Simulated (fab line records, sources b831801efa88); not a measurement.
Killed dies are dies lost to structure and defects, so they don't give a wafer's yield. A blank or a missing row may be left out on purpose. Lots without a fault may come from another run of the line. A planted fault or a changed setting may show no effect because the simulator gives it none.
Which tool did it? | flow sky130 | 6 lots, 17 wafers sampled, at 1 step of a route of 708

WHAT THE GAUGES READ, wafer by wafer
SKY_VT_ADJUST_LVTN_OVL_MEAS_18.
lot  | measured     | on         | VT_ADJUST_LVTN_01_OVL (nm)
L196 | day 8 00:13  | overlay-01 | -1.9 0.2 0.1
L198 | day 8 16:11  | overlay-01 | 1.3 0.9 1.6
L202 | day 9 14:50  | overlay-02 | -1.1 0.8 -0.1
L204 | day 10 08:50 | overlay-01 | 0.4 1.5 1.2
L211 | day 12 03:17 | overlay-01 | -0.6 -0.5
L216 | day 13 13:24 | overlay-01 | 1.7 1.4 0.1

WHICH TOOL RAN EACH LOT (tool, then ch and the chambers of the sampled wafers, then the start)
The record holds no process step before these readings.

THE ANSWER, worked out from the rows above alone
Rule: what is usual is taken from the lots themselves. Put in order of their means at a reading, lots are off if they are a third of the lots or fewer, leave a main group of 4 or more, and stand apart from it by a gap of 3 or more times the standard deviation of the main group's means; of several such gaps the widest counts. A main group whose means are all the same, to the digits that the tables above print for the reading, isn't used. A lot without any number at a reading at which 4 lots or more have one is off too. The other lots that the step has rows for count as sound.
No lot is off at any reading shown: from this, nothing can be told.

WHAT THE SIMULATOR HAD PUT IN
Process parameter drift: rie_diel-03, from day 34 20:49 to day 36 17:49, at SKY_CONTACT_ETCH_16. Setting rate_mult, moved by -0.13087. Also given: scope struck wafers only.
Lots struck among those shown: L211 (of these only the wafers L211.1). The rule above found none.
